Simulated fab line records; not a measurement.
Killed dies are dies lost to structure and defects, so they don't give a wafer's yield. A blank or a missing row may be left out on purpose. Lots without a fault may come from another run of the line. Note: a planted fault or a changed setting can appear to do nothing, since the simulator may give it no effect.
Problem report, 8D (eight disciplines) form, completed by code / flow gf180mcu / the parts of the form that need people (team, actions taken, sign-off) are left out

## 1. WHAT IS WRONG
run_length_s at GF_STI_WET_ETCH_26 reads a mean of 228 s on 6 wafers of 2 lots; wafers without a fault read 215 s with a standard deviation of 3.2. That is +4.2 standard deviations from the usual mean.
The step: etches SiO2 in dHF, target depth 94 nm, time 188 s.
First seen on wafer L395.3, day 4 11:53, on wet_bench-01. At this step, 39 wafers from 13 lots have a number in the record. By rule, "out" or "out of limits" means more than 4 standard deviations away from the usual mean. The other wafers with a number count as sound.

## 2. WHAT IT IS, AND WHAT IT ISN'T
question=which readings at this step | is=run_length_s | is not=-
question=which lots | is=L395, L396 | is not=L384, L385, L387, L389, L390, L391, L394, L397, L400, L402, L405
question=which wafers of those lots | is=all that have a number | is not=-
question=read on which tools | is=wet_bench-01 | is not=wet_bench-03, wet_bench-04
question=when | is=from day 4 11:53 | is not=up to then (21 sound wafers); but 12 sound wafers of L397, L400, L402, L405 came after

## 3. WHAT RULES OUT EACH SUSPECT
Counting: a tool at a process step up to the reading stays a suspect if it ran every lot that is out and no sound lot after the first of them.
- wet_bench-01 at GF_STI_WET_ETCH_26 (etches SiO2 in dHF, target depth 94 nm, time 188 s): kept. Every lot that is out went through it, starting with L395 (day 4 11:53), and after that it ran no sound lot; the last sound lot it ran before then is L390 (day 3 12:58). Its own run_length_s readings are out on those wafers.
Remaining after the count: wet_bench-01 at GF_STI_WET_ETCH_26.

## 4. THE CAUSE (what the simulator had put in)
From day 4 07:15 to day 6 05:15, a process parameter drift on wet_bench-01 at GF_STI_WET_ETCH_26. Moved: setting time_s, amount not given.
The count eliminated every tool but this one.

## 5. THE EFFECT CHAIN, in route order
Each row: a reading whose mean over the struck wafers that have a number lies more than 3 standard deviations from the usual. Only readings whose record carries a usual standard deviation are examined. hours: median over the lots of the time between each lot's start at the first step of this table that gives one and its start at this step. sigmas: the change, counted in usual standard deviations.
hours=0; step=GF_STI_WET_ETCH_26; reading=run_length_s; usual=215 s; on struck wafers=228; change=+14; sigmas=+4.2
It contains these process steps:
- GF_STI_WET_ETCH_26: etches SiO2 in dHF, target depth 94 nm, time 188 s.

## 6. WHAT WOULD HAVE CAUGHT IT SOONER
The fault began at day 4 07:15; the first out-of-limits reading in this record came at day 4 11:53, 5 hours later.
